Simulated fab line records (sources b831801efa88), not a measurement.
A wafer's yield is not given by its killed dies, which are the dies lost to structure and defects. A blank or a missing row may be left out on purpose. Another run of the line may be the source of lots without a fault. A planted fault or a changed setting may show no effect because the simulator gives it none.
Which tool was responsible? / flow gf180mcu / 36 wafers from 12 lots sampled at 5 of the route's 602 steps

## WHAT THE GAUGES SHOWED, per wafer
GF_POLY_GATE_CD_MEAS_18.
lot=L145; measured=day 9 13:22; on=cd sem-02; cd nm (nm)=279.5 278.2 279.8
lot=L146; measured=day 9 20:58; on=cd sem-02; cd nm (nm)=281.3 282.6 281.2
lot=L149; measured=day 10 19:49; on=cd sem-02; cd nm (nm)=280.6 279.5 278.3
lot=L150; measured=day 10 23:37; on=cd sem-02; cd nm (nm)=279.5 279.4 278.8
lot=L152; measured=day 11 18:11; on=cd sem-02; cd nm (nm)=281.4 281.9 280.5
lot=L153; measured=day 12 03:49; on=cd sem-02; cd nm (nm)=278.7 280.0 280.0
lot=L155; measured=day 12 17:06; on=cd sem-02; cd nm (nm)=279.2 277.7 278.2
lot=L158; measured=day 13 09:50; on=cd sem-02; cd nm (nm)=276.6 278.4 280.6
lot=L164; measured=day 15 09:13; on=cd sem-02; cd nm (nm)=280.2 283.3 281.7
lot=L165; measured=day 15 17:08; on=cd sem-02; cd nm (nm)=282.0 279.5 280.6
lot=L166; measured=day 15 23:23; on=cd sem-02; cd nm (nm)=280.4 280.5 279.9
lot=L167; measured=day 16 08:06; on=cd sem-02; cd nm (nm)=281.4 281.7 280.8

GF_HV_LDD_RS_MEAS_53: measurement is done with a four-point probe.
lot=L145; measured=day 12 18:14; on=film metro-04; HV_LDD_RS (ohm/sq)=417.7 417.2 418.1
lot=L146; measured=day 13 02:49; on=film metro-03; HV_LDD_RS (ohm/sq)=418.3 417.9 418.0
lot=L149; measured=day 14 04:22; on=film metro-01; HV_LDD_RS (ohm/sq)=417.8 417.2 417.7
lot=L150; measured=day 14 09:14; on=film metro-01; HV_LDD_RS (ohm/sq)=418.9 418.4 417.9
lot=L152; measured=day 15 06:30; on=film metro-03; HV_LDD_RS (ohm/sq)=418.1 419.0 419.5
lot=L153; measured=day 15 16:04; on=film metro-04; HV_LDD_RS (ohm/sq)=419.5 420.2 418.7
lot=L155; measured=day 16 07:23; on=film metro-03; HV_LDD_RS (ohm/sq)=413.6 414.2 413.9 413.9 414.6 414.7
lot=L158; measured=day 17 01:35; on=film metro-03; HV_LDD_RS (ohm/sq)=414.9 413.7 413.9 413.4 413.8 414.0
lot=L164; measured=day 19 06:52; on=film metro-04; HV_LDD_RS (ohm/sq)=418.2 416.8 417.5
lot=L165; measured=day 19 17:20; on=film metro-03; HV_LDD_RS (ohm/sq)=418.3 417.9 418.2
lot=L166; measured=day 19 23:07; on=film metro-01; HV_LDD_RS (ohm/sq)=419.2 418.4 420.1
lot=L167; measured=day 20 08:41; on=film metro-03; HV_LDD_RS (ohm/sq)=416.9 418.2 417.5

GF_NSD_TW_MEAS_12.
lot=L145; measured=day 13 17:23; on=film metro-02; NSD_TW=4285 4264 4252
lot=L146; measured=day 14 03:20; on=film metro-01; NSD_TW=4139 4106 4115
lot=L149; measured=day 15 04:14; on=film metro-04; NSD_TW=4258 4273 4267
lot=L150; measured=day 15 09:33; on=film metro-02; NSD_TW=4259 4284 4283
lot=L152; measured=day 16 09:14; on=film metro-01; NSD_TW=4162 4146 4137
lot=L153; measured=day 16 20:05; on=film metro-04; NSD_TW=4327 4297 4317
lot=L155; measured=day 17 09:52; on=film metro-01; NSD_TW=4171 4178 4147
lot=L158; measured=day 18 04:32; on=film metro-02; NSD_TW=4322 4309 4330
lot=L164; measured=day 20 10:24; on=film metro-02; NSD_TW=4311 4296 4306
lot=L165; measured=day 20 21:32; on=film metro-01; NSD_TW=4114 4133 4136
lot=L166; measured=day 21 02:45; on=film metro-01; NSD_TW=4180 4168 4168
lot=L167; measured=day 21 11:47; on=film metro-01; NSD_TW=4160 4172 4148

## EACH LOT AND THE TOOL THAT RAN IT (in order: tool; ch and the chambers of the sampled wafers; start)
lot=L145; GF_VT_IMPLANT_STRIP_09=plasma asher-03 ch 0,1, day 5 21:05; GF_HV_LDD_IMPLANT_35=implanter-02 ch 0, day 11 21:41
lot=L146; GF_VT_IMPLANT_STRIP_09=plasma asher-03 ch 0,1, day 6 02:35; GF_HV_LDD_IMPLANT_35=implanter-02 ch 0, day 12 06:10
lot=L149; GF_VT_IMPLANT_STRIP_09=plasma asher-04 ch 0,1, day 6 22:38; GF_HV_LDD_IMPLANT_35=implanter-03 ch 0, day 13 06:44
lot=L150; GF_VT_IMPLANT_STRIP_09=plasma asher-02 ch 0,1, day 7 02:34; GF_HV_LDD_IMPLANT_35=implanter-04 ch 0, day 13 11:35
lot=L152; GF_VT_IMPLANT_STRIP_09=plasma asher-02 ch 0,1, day 7 16:46; GF_HV_LDD_IMPLANT_35=implanter-03 ch 0, day 14 07:46
lot=L153; GF_VT_IMPLANT_STRIP_09=plasma asher-03 ch 0,1, day 8 00:29; GF_HV_LDD_IMPLANT_35=implanter-02 ch 0, day 14 17:12
lot=L155; GF_VT_IMPLANT_STRIP_09=plasma asher-02 ch 0,1, day 8 14:04; GF_HV_LDD_IMPLANT_35=implanter-03 ch 0, day 15 08:44
lot=L158; GF_VT_IMPLANT_STRIP_09=plasma asher-04 ch 0,1, day 9 03:42; GF_HV_LDD_IMPLANT_35=implanter-03 ch 0, day 16 02:13
lot=L164; GF_VT_IMPLANT_STRIP_09=plasma asher-02 ch 0,1, day 10 22:13; GF_HV_LDD_IMPLANT_35=implanter-02 ch 0, day 18 05:58
lot=L165; GF_VT_IMPLANT_STRIP_09=plasma asher-02 ch 0,1, day 11 03:08; GF_HV_LDD_IMPLANT_35=implanter-04 ch 0, day 18 15:43
lot=L166; GF_VT_IMPLANT_STRIP_09=plasma asher-04 ch 0,1, day 11 08:52; GF_HV_LDD_IMPLANT_35=implanter-02 ch 0, day 18 21:14
lot=L167; GF_VT_IMPLANT_STRIP_09=plasma asher-02 ch 0,1, day 11 14:53; GF_HV_LDD_IMPLANT_35=implanter-04 ch 0, day 19 07:17
- GF_VT_IMPLANT_STRIP_09: strips in O2/N2.
- GF_HV_LDD_IMPLANT_35

## AS READ BY THE TOOLS THEMSELVES (means over the sampled wafers that have a number; for cases with no such wafer, the mark the record gives instead)
GF_VT_IMPLANT_STRIP_09.
lot=L145; tool=plasma asher-03; drypump motor current A (A)=6.03; heater power w (W)=338; oes product au (a.u.)=0.715; platen temp c (C)=250.08; strip time to endpoint s (s)=12.61
lot=L146; tool=plasma asher-03; drypump motor current A (A)=5.98; heater power w (W)=332; oes product au (a.u.)=0.719; platen temp c (C)=250.09; strip time to endpoint s (s)=12.61
lot=L149; tool=plasma asher-04; drypump motor current A (A)=5.64; heater power w (W)=289; oes product au (a.u.)=0.715; platen temp c (C)=250.05; strip time to endpoint s (s)=12.67
lot=L150; tool=plasma asher-02; drypump motor current A (A)=6.18; heater power w (W)=352; oes product au (a.u.)=0.714; platen temp c (C)=250.06; strip time to endpoint s (s)=12.60
lot=L152; tool=plasma asher-02; drypump motor current A (A)=6.16; heater power w (W)=354; oes product au (a.u.)=0.720; platen temp c (C)=249.97; strip time to endpoint s (s)=12.65
lot=L153; tool=plasma asher-03; drypump motor current A (A)=6.07; heater power w (W)=329; oes product au (a.u.)=0.714; platen temp c (C)=249.79; strip time to endpoint s (s)=12.66
lot=L155; tool=plasma asher-02; drypump motor current A (A)=6.10; heater power w (W)=336; oes product au (a.u.)=0.715; platen temp c (C)=250.11; strip time to endpoint s (s)=12.60
lot=L158; tool=plasma asher-04; drypump motor current A (A)=5.48; heater power w (W)=307; oes product au (a.u.)=0.714; platen temp c (C)=250.03; strip time to endpoint s (s)=12.60
lot=L164; tool=plasma asher-02; drypump motor current A (A)=6.10; heater power w (W)=337; oes product au (a.u.)=0.717; platen temp c (C)=250.18; strip time to endpoint s (s)=12.66
lot=L165; tool=plasma asher-02; drypump motor current A (A)=6.17; heater power w (W)=353; oes product au (a.u.)=0.711; platen temp c (C)=250.03; strip time to endpoint s (s)=12.61
lot=L166; tool=plasma asher-04; drypump motor current A (A)=5.64; heater power w (W)=288; oes product au (a.u.)=0.721; platen temp c (C)=250.10; strip time to endpoint s (s)=12.60
lot=L167; tool=plasma asher-02; drypump motor current A (A)=6.10; heater power w (W)=335; oes product au (a.u.)=0.721; platen temp c (C)=249.89; strip time to endpoint s (s)=12.63

GF_HV_LDD_IMPLANT_35.
lot=L145; tool=implanter-02; beam energy keV=60.001; tilt deg (degrees)=30.031
lot=L146; tool=implanter-02; beam energy keV=60.020; tilt deg (degrees)=30.004
lot=L149; tool=implanter-03; beam energy keV=60.004; tilt deg (degrees)=30.001
lot=L150; tool=implanter-04; beam energy keV=60.010; tilt deg (degrees)=30.007
lot=L152; tool=implanter-03; beam energy keV=60.014; tilt deg (degrees)=30.010
lot=L153; tool=implanter-02; beam energy keV=59.983; tilt deg (degrees)=29.998
lot=L155; tool=implanter-03; beam energy keV=37.135; tilt deg (degrees)=29.981
lot=L158; tool=implanter-03; beam energy keV=37.161; tilt deg (degrees)=30.029
lot=L164; tool=implanter-02; beam energy keV=59.990; tilt deg (degrees)=29.996
lot=L165; tool=implanter-04; beam energy keV=60.003; tilt deg (degrees)=30.024
lot=L166; tool=implanter-02; beam energy keV=60.011; tilt deg (degrees)=29.997
lot=L167; tool=implanter-04; beam energy keV=59.989; tilt deg (degrees)=30.009

## THE ANSWER, worked out from the rows above alone
Rule: the usual values come from the lots themselves. The widest of any qualifying gaps counts: lots, ordered by their means at a reading, are off when they make up no more than a third of the lots, leave a main group of 4 or more, and stand apart from it by 3 or more times the standard deviation of that group's means. The tables above print the reading to a certain number of digits; a main group whose means all agree to those digits is not used. Also off: a lot with no number at a reading for which 4 or more lots have one. All remaining lots with rows at the step are treated as sound. After the gauges, taken in route order, come the tools' own readings; for these a lot's mean is taken, as printed above. The first step at which some lot is off is used, and at that step the reading that is off furthest; a lot without a number counts as furthest.
Off: at GF_HV_LDD_RS_MEAS_53 (HV_LDD_RS), L155, L158. Main group: mean 418.2 ohm/sq, sd 0.69.
A tool fits if, at a process step before that reading, it ran every lot that is off, and no sound lot after the first of them. The gauges at GF_HV_LDD_RS_MEAS_53 aren't tried: what is off there is off at GF_HV_LDD_IMPLANT_35 too, on other tools, and a gauge's error can't cause that. One fits: implanter-03 at GF_HV_LDD_IMPLANT_35. A fault onset in the window from L152 (day 14 07:46, its last sound lot) to L155 (day 15 08:44, its first lot off) fits.
The tool's own readings at GF_HV_LDD_IMPLANT_35 bear it out: on the lots that are off they differ by more than 5 times the standard deviation of the sound lots' means. beam energy keV reads 37.148 there against 60.002 on the sound lots.

## WHAT THE SIMULATOR HAD INSERTED
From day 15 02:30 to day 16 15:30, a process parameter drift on implanter-03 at GF_HV_LDD_IMPLANT_35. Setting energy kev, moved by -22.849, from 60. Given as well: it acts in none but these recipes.
Shown lots that were struck: L155, L158. Same finding as the rule above.
